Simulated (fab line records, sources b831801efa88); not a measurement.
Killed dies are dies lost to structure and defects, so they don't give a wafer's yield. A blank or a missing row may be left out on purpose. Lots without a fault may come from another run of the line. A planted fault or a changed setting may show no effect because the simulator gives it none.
Which tool did it? | flow sky130 | 14 lots, 42 wafers sampled, at 4 steps of a route of 708

WHAT THE GAUGES READ, wafer by wafer
The record holds no reading of a measuring or inspecting step that can be judged against a usual standard deviation.

WHICH TOOL RAN EACH LOT (tool, then ch and the chambers of the sampled wafers, then the start)
lot  | SKY_METAL3_SPUTTER_03        | SKY_CAPM_STRIP_14                    | SKY_VIA3_EXPOSE_09                | SKY_METAL4_SPUTTER_03
L825 | pvd_sputter-01, day 36 06:41 | plasma_asher-04 ch 0,1, day 37 08:40 | krf_scanner-01 ch 0, day 39 00:56 | pvd_sputter-03, day 39 15:05
L826 | pvd_sputter-02, day 36 09:24 | plasma_asher-03 ch 0,1, day 37 11:57 | krf_scanner-01 ch 0, day 39 04:25 | pvd_sputter-02, day 39 18:43
L828 | pvd_sputter-01, day 37 15:12 | plasma_asher-04 ch 0, day 38 17:25   | krf_scanner-01 ch 0, day 40 09:04 | pvd_sputter-03, day 40 22:43
L830 | pvd_sputter-04, day 38 05:34 | plasma_asher-01 ch 0,1, day 39 06:54 | krf_scanner-01 ch 0, day 40 22:49 | pvd_sputter-03, day 41 12:26
L832 | pvd_sputter-01, day 38 23:18 | plasma_asher-01 ch 0,1, day 40 01:11 | krf_scanner-02 ch 0, day 41 16:21 | pvd_sputter-02, day 42 07:49
L833 | pvd_sputter-01, day 39 01:23 | plasma_asher-04 ch 0, day 40 02:03   | krf_scanner-02 ch 0, day 41 16:55 | pvd_sputter-04, day 42 08:07
L835 | pvd_sputter-02, day 39 13:53 | plasma_asher-04 ch 0,1, day 40 14:26 | krf_scanner-02 ch 0, day 42 04:01 | pvd_sputter-04, day 42 17:47
L836 | pvd_sputter-02, day 39 23:01 | plasma_asher-03 ch 0,1, day 40 23:22 | krf_scanner-01 ch 0, day 42 13:37 | pvd_sputter-02, day 43 02:17
L838 | pvd_sputter-01, day 40 18:20 | plasma_asher-04 ch 0,1, day 41 18:56 | krf_scanner-01 ch 0, day 43 06:55 | pvd_sputter-03, day 43 20:19
L841 | pvd_sputter-04, day 41 10:59 | plasma_asher-04 ch 0,1, day 42 11:28 | krf_scanner-02, day 44 00:14      | -
L843 | pvd_sputter-01, day 42 03:53 | plasma_asher-04 ch 0,1, day 43 03:10 | krf_scanner-01, day 44 15:59      | -
L846 | pvd_sputter-01, day 42 20:04 | plasma_asher-03 ch 0,1, day 43 19:19 | krf_scanner-01 ch 0, day 45 06:56 | pvd_sputter-03, day 45 19:19
L847 | pvd_sputter-02, day 42 22:37 | plasma_asher-04 ch 0,1, day 43 22:16 | krf_scanner-02 ch 0, day 45 09:44 | pvd_sputter-04, day 45 21:46
L848 | pvd_sputter-04, day 43 03:04 | plasma_asher-01 ch 0,1, day 44 02:19 | krf_scanner-01 ch 0, day 45 13:04 | pvd_sputter-02, day 46 01:11
- SKY_METAL3_SPUTTER_03: material Ti, target thk 5 nm, time 3.3 s.
- SKY_CAPM_STRIP_14: strips in O2/N2.
- SKY_VIA3_EXPOSE_09: exposes mask VIM3, target cd 200 nm.
- SKY_METAL4_SPUTTER_03: material Ti, target thk 5 nm, time 3.3 s.

WHAT THE TOOLS THEMSELVES READ (means of the sampled wafers that have a number; where no wafer has one, the mark that the record gives instead)
SKY_METAL3_SPUTTER_03. Usual: cathode_dc_power_W 3000.0 W, standard deviation 0.54; throttle_valve_pct 30.0 %, standard deviation 0.85.
lot  | tool           | cathode_dc_power_W (W) | throttle_valve_pct (%) | flag
L825 | pvd_sputter-01 | 3000.0                 | 30.5                   |
L826 | pvd_sputter-02 | 3000.3                 | 29.0                   |
L828 | pvd_sputter-01 | 2999.8                 | 29.8                   |
L830 | pvd_sputter-04 | 2999.9                 | 31.1                   |
L832 | pvd_sputter-01 | 2999.7                 | 30.2                   |
L833 | pvd_sputter-01 | 2999.8                 | 30.0                   |
L835 | pvd_sputter-02 | 3000.2                 | 29.2                   |
L836 | pvd_sputter-02 | 3000.3                 | 29.0                   |
L838 | pvd_sputter-01 | 2999.8                 | 30.5                   |
L841 | pvd_sputter-04 | 3000.2                 | 30.5                   |
L843 | pvd_sputter-01 | 3000.0                 | 30.3                   |
L846 | pvd_sputter-01 | 2999.4                 | 30.3                   |
L847 | pvd_sputter-02 | 2999.7                 | 29.0                   |
L848 | pvd_sputter-04 | 3000.4                 | 30.8                   |

SKY_CAPM_STRIP_14. Usual: drypump_motor_current_A 5.6 A, standard deviation 0.43; oes_product_au 0.711 a.u., standard deviation 0.0046; strip_time_to_endpoint_s 12.66 s, standard deviation 0.04.
lot  | tool            | drypump_motor_current_A (A) | oes_product_au (a.u.) | strip_time_to_endpoint_s (s) | flag
L825 | plasma_asher-04 | 5.5                         | 0.707                 | 12.68                        |
L826 | plasma_asher-03 | 5.5                         | 0.709                 | 12.61                        |
L828 | plasma_asher-04 | 5.1                         | 0.711                 | 12.59                        |
L830 | plasma_asher-01 | 5.7                         | 0.712                 | 12.68                        |
L832 | plasma_asher-01 | 5.6                         | 0.710                 | 12.67                        |
L833 | plasma_asher-04 | 5.1                         | 0.711                 | 12.60                        |
L835 | plasma_asher-04 | 5.3                         | 0.708                 | 12.64                        |
L836 | plasma_asher-03 | 6.0                         | 0.707                 | 12.69                        |
L838 | plasma_asher-04 | 5.5                         | 0.709                 | 12.73                        |
L841 | plasma_asher-04 | 5.3                         | 0.708                 | 12.60                        |
L843 | plasma_asher-04 | 5.3                         | 0.709                 | 12.63                        |
L846 | plasma_asher-03 | 5.5                         | 0.708                 | 12.67                        |
L847 | plasma_asher-04 | 5.5                         | 0.711                 | 12.63                        |
L848 | plasma_asher-01 | 5.6                         | 0.709                 | 12.71                        |

SKY_VIA3_EXPOSE_09. Usual: exposure_dose_mJ_cm2 37.95, standard deviation 0.055; focus_offset_nm 0.1 nm, standard deviation 0.51; reticle_temp_C 23.02 C, standard deviation 0.099.
lot  | tool           | exposure_dose_mJ_cm2 | focus_offset_nm (nm) | reticle_temp_C (C) | flag
L825 | krf_scanner-01 | 38.04                | -0.3                 | 22.99              |
L826 | krf_scanner-01 | 37.93                | 0.3                  | 22.99              |
L828 | krf_scanner-01 | 37.97                | 0.1                  | 23.05              |
L830 | krf_scanner-01 | 37.98                | -0.6                 | 22.91              |
L832 | krf_scanner-02 | 37.92                | -0.3                 | 22.99              |
L833 | krf_scanner-02 | 37.95                | -0.2                 | 23.05              |
L835 | krf_scanner-02 | 37.86                | 0.5                  | 22.97              |
L836 | krf_scanner-01 | 37.96                | 1.1                  | 23.09              |
L838 | krf_scanner-01 | 37.98                | -0.0                 | 23.01              |
L841 | krf_scanner-02 | -                    | -                    | -                  | OFF
L843 | krf_scanner-01 | -                    | -                    | -                  | OFF
L846 | krf_scanner-01 | 38.01                | 0.0                  | 23.09              |
L847 | krf_scanner-02 | 37.94                | 0.1                  | 22.96              |
L848 | krf_scanner-01 | 38.01                | 0.1                  | 23.07              |

SKY_METAL4_SPUTTER_03. Usual: cathode_dc_power_W 2999.9 W, standard deviation 0.5; throttle_valve_pct 29.8 %, standard deviation 0.82.
lot  | tool           | cathode_dc_power_W (W) | throttle_valve_pct (%) | flag
L825 | pvd_sputter-03 | 2999.9                 | 29.9                   |
L826 | pvd_sputter-02 | 2999.4                 | 28.9                   |
L828 | pvd_sputter-03 | 2999.9                 | 30.4                   |
L830 | pvd_sputter-03 | 3000.3                 | 30.2                   |
L832 | pvd_sputter-02 | 2999.8                 | 29.1                   |
L833 | pvd_sputter-04 | 3000.5                 | 30.5                   |
L835 | pvd_sputter-04 | 3000.1                 | 30.6                   |
L836 | pvd_sputter-02 | 3000.1                 | 29.0                   |
L838 | pvd_sputter-03 | 2999.9                 | 29.8                   |
L846 | pvd_sputter-03 | 3000.4                 | 30.1                   |
L847 | pvd_sputter-04 | 2999.9                 | 31.1                   |
L848 | pvd_sputter-02 | 2999.7                 | 28.9                   |

THE ANSWER, worked out from the rows above alone
Rule: a lot is off if the mean of its wafers that have a number lies more than 3 standard deviations from the usual mean. A lot without any number at a reading at which 4 lots or more have one is off too. The other lots that the step has rows for count as sound. The gauges are gone through in route order, then the tools' own readings, and for those a lot's mean is taken as printed above. The first step at which some lot is off is used, and at that step the reading that is off furthest; a lot without a number counts as furthest.
Off: L841, L843, at SKY_VIA3_EXPOSE_09 (exposure_dose_mJ_cm2). Without a number there: L841, L843.
A tool fits if, at that step or a process step before it, it ran every lot that is off, and no sound lot after the first of them. None of those tried fits.

WHAT THE SIMULATOR HAD PUT IN
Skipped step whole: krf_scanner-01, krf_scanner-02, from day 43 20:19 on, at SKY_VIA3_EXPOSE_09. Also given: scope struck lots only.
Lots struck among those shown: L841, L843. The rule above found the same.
